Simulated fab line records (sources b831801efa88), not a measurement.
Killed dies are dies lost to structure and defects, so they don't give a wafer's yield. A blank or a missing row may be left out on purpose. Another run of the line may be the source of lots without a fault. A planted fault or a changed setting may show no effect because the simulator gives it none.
fab line records | flow gf180mcu
[record] lots = 15 wafers = 45 last_day = 34
route steps=602 shown NWELL@49 VT_IMPLANT@132 NSD@237 PSD@259 M1@315
lots untouched by any fault: they come from a run of this same line in which no faults occurred
start_h: the number of hours between the record's first day and the start of the first shown wafer of the lot | wait_h: how many hours have passed since the lot's step before this one | " repeats the value in the row above | L1.1+2: one row covering several wafers at once | - value missing, or start not given | * or withheld: withheld | < > ~ a bound
route shown NAME@n: a module of which the file shows steps, and the number in the route of the first | usual: mean/standard deviation taken from wafers without a fault | same: alike in all rows | chamber/n: place in a boat | sites: each site's reading | _std_site: their standard deviation | _edge_site: mean of outer sites minus mean of inner sites | radius_mm: for every site, how far away it sits from the centre of the wafer | mask NAME#n: copy n | behind: the last tool/chamber to shape the wafer | hold: reason for holding the lot/hours on hold/outcome of the hold | device: whichever transistor did not switch (one of n, p or np) | end of line: the same wafers' tests at the end of the route | where a step has no rows: the recipe by itself | killed: at the first sort, the dies lost to defects and structure; wafer yield is something else | map: a wafer's dies, marking killed ones x, the rest . and places with no die _
set.NAME: setting as actually run; set.NAME@STEP: the setting as run at that earlier step | model.NAME: the simulator's own value behind a step, which no gauge read
a sample of lots followed through the steps of the route, with each step as a table and each wafer as a row
services: a tool's chamber out of use, with start hour (start_h, from the record's first day; less than 0 if before it), hours out, and reason
[[steps]]
[step GF_NWELL_OVL_MEAS_07]
[usual] NWELL_OVL = -1.4/1.4
// columns lot.wafer tool chamber start_h wait_h NWELL_OVL[nm]
L392.1 overlay-02 - 55.00 - -1.5
L392.5 " - " " -2.5
L392.6 " - " " -0.3
L394.1 overlay-01 - 67.36 - -2.0
L394.2 " - " " -2.6
L394.5 " - " " -0.9
L395.1 overlay-02 - 70.76 - -3.0
L395.2 " - " " -5.3
L395.3 " - " " -4.3
L396.1 overlay-02 - 77.10 - -0.9
L396.4 " - " " -1.8
L396.5 " - " " -0.2
L399.2 overlay-02 - 94.11 - -2.5
L399.3 " - " " -1.9
L399.5 " - " " -3.5
L401.1 overlay-01 - 103.55 - -1.4
L401.2 " - " " -2.3
L401.3 " - " " -2.0
L402.1 overlay-02 - 109.05 - -0.8
L402.3 " - " " -2.0
L402.5 " - " " -0.8
L403.1 overlay-01 - 114.01 - -0.7
L403.3 " - " " -0.9
L403.5 " - " " -0.9
L407.1 overlay-02 - 139.10 - -0.8
L407.3 " - " " -0.4
L407.5 " - " " -1.3
L408.3 overlay-02 - 142.61 - -1.7
L408.5 " - " " -2.0
L408.6 " - " " -1.6
L409.3 overlay-02 - 150.06 - -1.5
L409.5 " - " " -0.6
L409.6 " - " " -3.4
L412.1 overlay-01 - 164.15 - 0.3
L412.2 " - " " 1.0
L412.6 " - " " 0.7
L413.1 overlay-02 - 168.55 - -0.9
L413.3 " - " " -1.3
L413.6 " - " " -0.5
L414.1 overlay-02 - 178.35 - -1.5
L414.4 " - " " 0.4
L414.5 " - " " -1.2
L415.1 overlay-02 - 182.25 - -2.2
L415.3 " - " " -2.2
L415.5 " - " " -1.6
[step GF_VT_IMPLANT_STRIP_42]
[recipe] chemistry = O2/N2 power_w = 1400 pressure_mtorr = 1500 platen_temp_c = 250 o2_flow_sccm = 3000 n2_flow_sccm = 300 overash_fraction = 0.5
[usual] drypump_motor_current_A = 5.3/0.48 heater_power_w = 329/23 oes_product_au = 0.717/0.0045 strip_time_to_endpoint_s = 12.64/0.035
// columns lot.wafer tool chamber start_h wait_h drypump_motor_current_A heater_power_w oes_product_au rf_hours_counter_h strip_time_to_endpoint_s
L392.1 plasma_asher-04 1 155.53 0.1 5.3 313 0.720 61 12.54
L392.5 " 1 " " 5.3 309 0.708 - 12.59
L392.6 " 0 " " 5.0 344 0.714 - 12.62
L394.1 plasma_asher-01 1 171.44 0.1 5.6 312 0.715 28 12.62
L394.2 " 0 " " 4.7 347 0.722 28 12.63
L394.5 " 1 " " 5.6 313 0.714 - 12.61
L395.1 plasma_asher-01 1 174.69 0.1 5.6 315 0.720 28 12.62
L395.2 " 0 " " 4.7 341 0.714 28 12.66
L395.3 " 1 " " 5.5 315 0.713 - 12.65
L396.1 plasma_asher-01 0 182.18 0.1 4.7 344 0.724 29 12.63
L396.4 " 0 " " 4.7 342 0.720 - 12.63
L396.5 " 0 " " 4.7 346 0.718 - 12.66
L399.2 plasma_asher-01 0 204.44 0.1 4.7 346 0.720 31 12.67
L399.3 " 1 " " 5.6 304 0.712 - 12.67
L399.5 " 0 " " 4.7 342 0.725 - 12.63
L401.1 plasma_asher-04 1 216.88 0.1 5.3 320 0.718 68 12.62
L401.2 " 0 " " 5.0 341 0.720 68 12.62
L401.3 " 0 " " 5.0 330 0.713 - 12.69
L402.1 plasma_asher-01 0 224.98 0.1 4.7 349 0.713 33 12.68
L402.3 " 0 " " 4.7 339 0.715 - 12.66
L402.5 " 0 " " 4.7 336 0.714 - 12.65
L403.1 plasma_asher-04 0 228.04 0.1 4.9 344 0.722 69 12.70
L403.3 " 0 " " 5.0 350 0.721 - 12.66
L403.5 " 1 " " 5.3 319 0.715 - 12.64
L407.1 plasma_asher-01 1 261.09 0.1 5.5 311 0.714 36 12.57
L407.3 " 0 " " 4.7 333 0.722 - 12.57
L407.5 " 0 " " 4.7 334 0.717 - 12.55
L408.3 plasma_asher-01 0 264.47 0.1 4.7 343 0.718 - 12.63
L408.5 " 1 " " 5.6 314 0.712 - 12.65
L408.6 " 0 " " 4.8 331 0.716 - 12.60
L409.3 plasma_asher-04 1 274.01 0.1 5.3 314 0.716 - 12.61
L409.5 " 1 " " 5.3 313 0.719 - 12.64
L409.6 " 0 " " 5.0 335 0.716 - 12.65
L412.1 plasma_asher-04 0 291.99 0.1 5.0 334 0.727 76 12.65
L412.2 " 1 " " 5.3 309 0.714 76 12.62
L412.6 " 0 " " 4.9 334 0.718 - 12.63
L413.1 plasma_asher-01 1 296.63 0.1 5.5 314 0.719 40 12.61
L413.3 " 1 " " 5.5 313 0.716 - 12.63
L413.6 " 1 " " 5.5 313 0.718 - 12.63
L414.1 plasma_asher-03 1 308.73 0.1 6.1 305 0.715 19 12.68
L414.4 " 1 " " 6.1 287 0.710 - 12.67
L414.5 " 0 " " 6.5 388 0.715 - 12.67
L415.1 plasma_asher-01 0 314.83 0.1 4.7 344 0.723 42 12.55
L415.3 " 1 " " 5.5 318 0.715 - 12.62
L415.5 " 1 " " 5.6 314 0.721 - 12.59
[step GF_NSD_COAT_02]
[recipe] resist = NOVOLAK spin_rpm = 3000 resist_thk_nm = 1000
[usual] chill_plate_temp_C = 22.99/0.12 dispense_pressure_kPa = 47.7/3 exhaust_pa = 45.2/0.99
// columns lot.wafer tool chamber start_h wait_h chill_plate_temp_C dispense_pressure_kPa exhaust_pa
L392.1 litho_track-02 0 281.40 0.1 22.90 44.2 45.8
L392.5 " 0 " " 22.98 44.2 45.0
L392.6 " 0 " " 23.07 44.2 44.3
L394.1 litho_track-02 0 303.25 0.1 23.11 44.2 45.1
L394.2 " 0 " " 23.04 44.2 43.5
L394.5 " 0 " " 22.99 44.2 46.3
L395.1 litho_track-02 0 307.00 0.1 22.90 44.2 44.6
L395.2 " 0 " " 22.91 44.1 43.8
L395.3 " 0 " " 22.87 44.2 44.4
L396.1 litho_track-01 0 316.10 0.1 23.13 50.5 45.8
L396.4 " 0 " " 23.19 50.5 46.9
L396.5 " 0 " " 23.13 50.5 46.1
L399.2 litho_track-03 0 341.67 0.1 22.99 49.9 42.7
L399.3 " 0 " " 23.04 49.9 44.4
L399.5 " 0 " " 23.00 49.9 43.5
L401.1 litho_track-02 - 357.55 0.1 - - -
L401.2 " - " " - - -
L401.3 " - " " - - -
L402.1 litho_track-03 - 368.44 0.1 - - -
L402.3 " - " " - - -
L402.5 " - " " - - -
L403.1 litho_track-02 - 371.30 0.1 - - -
L403.3 " - " " - - -
L403.5 " - " " - - -
L407.1 litho_track-02 0 410.70 0.1 22.91 44.2 47.7
L407.3 " 0 " " 22.79 44.2 45.5
L407.5 " 0 " " 22.82 44.2 46.4
L408.3 litho_track-02 0 416.90 0.1 23.30 44.2 43.2
L408.5 " 0 " " 23.10 44.2 45.3
L408.6 " 0 " " 22.88 44.2 45.3
L409.3 litho_track-01 0 429.05 0.1 23.31 50.5 44.6
L409.5 " 0 " " 23.17 50.5 46.4
L409.6 " 0 " " 23.16 50.5 44.9
L412.1 litho_track-01 0 449.70 0.1 23.00 50.5 44.5
L412.2 " 0 " " 22.73 50.6 44.9
L412.6 " 0 " " 22.90 50.5 44.7
L413.1 litho_track-01 0 460.80 0.1 22.87 50.5 45.5
L413.3 " 0 " " 22.96 50.5 46.1
L413.6 " 0 " " 23.06 50.5 45.7
L414.1 litho_track-02 0 468.75 0.1 23.08 44.2 46.1
L414.4 " 0 " " 23.00 44.2 44.2
L414.5 " 0 " " 22.98 44.2 45.6
L415.1 litho_track-02 0 476.60 0.1 22.86 44.2 46.7
L415.3 " 0 " " 22.98 44.2 45.1
L415.5 " 0 " " 22.87 44.2 46.1
[step GF_NSD_CD_MEAS_07]
[recipe] target_cd_nm = 400
[usual] cd_nm = 399.7/2.3
// columns lot.wafer tool chamber start_h wait_h cd_nm
L392.1 cd_sem-01 - 291.54 0.1 399.6
L392.5 " - " " 398.0
L392.6 " - " " 402.2
L394.1 cd_sem-01 - 313.70 0.1 402.7
L394.2 " - " " 400.5
L394.5 " - " " 401.0
L395.1 cd_sem-01 - 317.29 0.1 402.2
L395.2 " - " " 398.6
L395.3 " - " " 401.4
L396.1 cd_sem-02 - 326.65 0.1 400.4
L396.4 " - " " 398.2
L396.5 " - " " 398.4
L399.2 cd_sem-02 - 352.22 0.1 401.1
L399.3 " - " " 404.3
L399.5 " - " " 400.8
L401.1 cd_sem-01 - 368.20 0.1 -
L401.2 " - " " -
L401.3 " - " " -
L402.1 cd_sem-02 - 380.00 0.1 -
L402.3 " - " " -
L402.5 " - " " -
L403.1 cd_sem-01 - 382.90 0.1 -
L403.3 " - " " -
L403.5 " - " " -
L407.1 cd_sem-02 - 423.09 0.1 401.3
L407.3 " - " " 399.4
L407.5 " - " " 399.7
L408.3 cd_sem-02 - 428.88 0.1 396.9
L408.5 " - " " 398.9
L408.6 " - " " 397.4
L409.3 cd_sem-02 - 441.83 0.1 400.4
L409.5 " - " " 400.4
L409.6 " - " " 401.2
L412.1 cd_sem-01 - 461.10 0.1 401.5
L412.2 " - " " 399.6
L412.6 " - " " 402.0
L413.1 cd_sem-01 - 472.90 0.1 399.3
L413.3 " - " " 396.2
L413.6 " - " " 398.0
L414.1 cd_sem-02 - 481.19 0.1 397.3
L414.4 " - " " 396.5
L414.5 " - " " 397.0
L415.1 cd_sem-01 - 488.50 0.1 398.9
L415.3 " - " " 398.2
L415.5 " - " " 397.2
[step GF_PSD_TW_MEAS_11]
[usual] PSD_TW = 3195/42
// columns lot.wafer tool chamber start_h wait_h PSD_TW
L392.1 film_metro-04 - 312.60 0.1 3148
L392.5 " - " " 3147
L392.6 " - " " 3127
L394.1 film_metro-03 - 335.54 0.1 3225
L394.2 " - " " 3227
L394.5 " - " " 3235
L395.1 film_metro-03 - 339.04 0.1 3239
L395.2 " - " " 3260
L395.3 " - " " 3251
L396.1 film_metro-03 - 348.86 0.1 3248
L396.4 " - " " 3241
L396.5 " - " " 3258
L399.2 film_metro-04 - 375.15 0.1 3167
L399.3 " - " " 3149
L399.5 " - " " 3174
L401.1 film_metro-04 - 391.46 0.1 4238
L401.2 " - " " 4238
L401.3 " - " " 4234
L402.1 film_metro-04 - 403.40 0.1 4230
L402.3 " - " " 4237
L402.5 " - " " 4214
L403.1 film_metro-04 - 406.25 0.1 4223
L403.3 " - " " 4215
L403.5 " - " " 4228
L407.1 film_metro-03 - 448.14 0.1 3228
L407.3 " - " " 3228
L407.5 " - " " 3218
L408.3 film_metro-03 - 453.31 0.1 3235
L408.5 " - " " 3226
L408.6 " - " " 3222
L409.3 film_metro-03 - 466.41 0.1 3205
L409.5 " - " " 3234
L409.6 " - " " 3216
L412.1 film_metro-02 - 486.10 0.1 3239
L412.2 " - " " 3221
L412.6 " - " " 3227
L413.1 film_metro-03 - 497.95 0.1 3256
L413.3 " - " " 3245
L413.6 " - " " 3264
L414.1 film_metro-02 - 505.79 0.1 3218
L414.4 " - " " 3233
L414.5 " - " " 3237
L415.1 film_metro-04 - 512.95 0.1 3181
L415.3 " - " " 3180
L415.5 " - " " 3175
[step GF_M1_SPUTTER_00]
[recipe] material = Ti target_thk_nm = 37.5 arriving_ion_energy_ev = 80 substrate_temp_c = 200 chamber_pressure_pa = 2 power_w = 4000 time_s = 150
[usual] chamber_pressure_pa = 2.001/0.0044 throttle_valve_pct = 29.9/1
// columns lot.wafer tool chamber start_h wait_h chamber_pressure_pa throttle_valve_pct
L392.1 pvd_sputter-02 - 358.34 0.1 2.011 31.0
L392.5 " - " " 2.004 30.0
L392.6 " - " " 2.007 30.8
L394.1 pvd_sputter-02 - 382.41 0.1 1.997 30.9
L394.2 " - " " 1.997 29.3
L394.5 " - " " 2.005 29.5
L395.1 pvd_sputter-04 - 386.09 0.2 2.003 28.7
L395.2 " - " " 1.997 29.0
L395.3 " - " " 2.002 30.3
L396.1 pvd_sputter-01 - 396.49 0.1 2.007 31.6
L396.4 " - " " 2.000 30.2
L396.5 " - " " 1.997 29.3
L399.2 pvd_sputter-01 - 425.10 0.1 2.003 29.5
L399.3 " - " " 1.996 31.2
L399.5 " - " " 2.001 30.2
L401.1 pvd_sputter-04 - 441.35 0.1 2.001 30.3
L401.2 " - " " 1.994 28.4
L401.3 " - " " 2.013 28.9
L402.1 pvd_sputter-04 - 454.38 0.2 2.004 28.8
L402.3 " - " " 2.005 30.6
L402.5 " - " " 2.002 28.3
L403.1 pvd_sputter-04 - 458.71 0.1 1.999 30.4
L403.3 " - " " 1.998 28.3
L403.5 " - " " 1.996 28.8
L407.1 pvd_sputter-04 - 497.95 0.1 1.998 28.9
L407.3 " - " " 1.999 28.6
L407.5 " - " " 2.002 29.0
L408.3 pvd_sputter-01 - 504.86 0.1 2.005 30.2
L408.5 " - " " 2.006 29.8
L408.6 " - " " 1.996 30.3
L409.3 pvd_sputter-02 - 516.71 0.2 1.988 30.9
L409.5 " - " " 1.995 30.3
L409.6 " - " " 2.001 31.6
L412.1 pvd_sputter-04 - 535.84 0.1 2.001 28.9
L412.2 " - " " 2.002 28.6
L412.6 " - " " 2.009 30.6
L413.1 pvd_sputter-02 - 547.24 0.2 2.001 30.0
L413.3 " - " " 2.000 29.2
L413.6 " - " " 1.999 30.7
L414.1 pvd_sputter-04 - 555.41 0.1 1.997 28.8
L414.4 " - " " 2.004 28.8
L414.5 " - " " 1.997 28.8
L415.1 pvd_sputter-01 - 561.99 0.1 1.996 29.6
L415.3 " - " " 1.999 30.7
L415.5 " - " " 1.996 31.4
[[services]]
// columns tool chamber start_h hours kind
pvd_sputter-02 - 186.91 0.7 repair
pvd_sputter-01 - 198.11 2.7 repair
plasma_asher-01 - 211.52 4.1 repair
pvd_sputter-04 - 222.27 1.3 repair
pvd_sputter-04 1 286.24 - consumable_replace:kit
pvd_sputter-04 1 286.24 18.0 scheduled_down
pvd_sputter-04 1 286.24 18.0 vent_cycle
pvd_sputter-04 - 311.08 7.6 repair
plasma_asher-03 - 338.24 14.6 pm
plasma_asher-01 - 343.54 1.2 repair
plasma_asher-03 - 356.02 13.2 repair
plasma_asher-04 - 421.25 9.0 pm
plasma_asher-04 0 421.25 9.0 vent_cycle
plasma_asher-04 1 421.25 9.0 vent_cycle
plasma_asher-04 0 430.25 - clean
plasma_asher-04 1 430.25 - clean
pvd_sputter-01 - 442.92 7.8 repair
plasma_asher-01 - 467.11 0.8 repair
pvd_sputter-04 0 475.21 - consumable_replace:kit
pvd_sputter-04 0 475.21 18.0 scheduled_down
pvd_sputter-04 0 475.21 18.0 vent_cycle
pvd_sputter-02 - 499.78 7.5 repair
pvd_sputter-01 - 505.20 2.9 repair
pvd_sputter-01 - 535.17 1.9 repair
[[key]]
[first_sign] step = GF_NSD_COAT_02 reading = tool_record direction = missing
[effect] step = GF_NSD_CD_MEAS_07 reading = cd_nm direction = missing
[effect] step = GF_PSD_TW_MEAS_11 reading = PSD_TW direction = up sigmas = 25 usual = 3195 struck = 4229
met_at GF_NSD_COAT_02
struck_lots L401,L402,L403
sort_left_out L401.1,L401.2,L401.3,L402.1,L402.3,L402.5,L403.1,L403.3,L403.5
tester_left_out L401,L402,L403
not_acting_at GF_NWELL_OVL_MEAS_07,GF_VT_IMPLANT_STRIP_42,GF_M1_SPUTTER_00
onset_between 341.67 357.55
[fault] kind = skipped_step_whole tool = litho_track-02,litho_track-03 chamber = - onset_h = 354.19 steps = GF_NSD_COAT_02 scope = struck_lots_only
// tester_left_out: of these lots the tester's yield and bins aren't shown, on N5 and GAA mostly nor the transistor test; their killed dies are dies lost to structure and defects alone, not to doping, threshold or leakage, so they don't give the yield
// sort_left_out: the simulated sort isn't trusted on such a fault, so these wafers' sort isn't shown, and their yield isn't known
